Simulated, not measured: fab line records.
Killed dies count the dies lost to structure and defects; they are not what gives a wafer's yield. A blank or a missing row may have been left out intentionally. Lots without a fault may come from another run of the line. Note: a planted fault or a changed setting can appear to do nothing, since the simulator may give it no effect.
Matching of chambers ; flow gf180mcu ; 4 sister chambers for GF_V2_CMP_04 on cmp-01
The step polishes SiO2. 4 wafers are shown with their chamber, then 8 later ones without.

## EACH WAFER AND ITS CHAMBER
wafer;chamber;motorCurrentA (A)
L574.1;2;12.1
L577.5;0;12.1
L577.6;3;16.4
L580.1;1;12.3

## WAFERS MISSING THEIR CHAMBER
wafer;motorCurrentA (A)
L580.2;12.0
L580.3;12.0
L581.3;16.5
L581.4;12.1
L581.6;10.7
L582.1;12.2
L582.4;12.5
L582.6;16.4

## THE CHAMBER EACH PASSED THROUGH
wafer;from the rows above;in truth
L580.2;can't be placed: 0 or 2 or 1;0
L580.3;can't be placed: 0 or 2 or 1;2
L581.3;3;3
L581.4;can't be placed: 0 or 2 or 1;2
L581.6;can't be placed: 0 or 2 or 1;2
L582.1;can't be placed: 0 or 2 or 1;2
L582.4;can't be placed: 1 or 0 or 2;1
L582.6;3;3
Placed correctly: 2 of 8. From these rows, 6 cannot be placed; in 6 the true chamber is one of the candidates. Number placed wrongly: 0.
How it was worked out, from the rows above alone: a wafer's distance from a chamber is the root of the sum, over the readings, of the square of ((its reading less the chamber's mean) divided by the reading's scatter). The wafer belongs to the nearest chamber; if the next one is less than 2 further off, it can't be placed. A chamber's mean is the mean of its shown wafers. The scatter: with one shown wafer a chamber, the root of the mean of the squares of how far each hidden wafer lies from its nearest shown one.
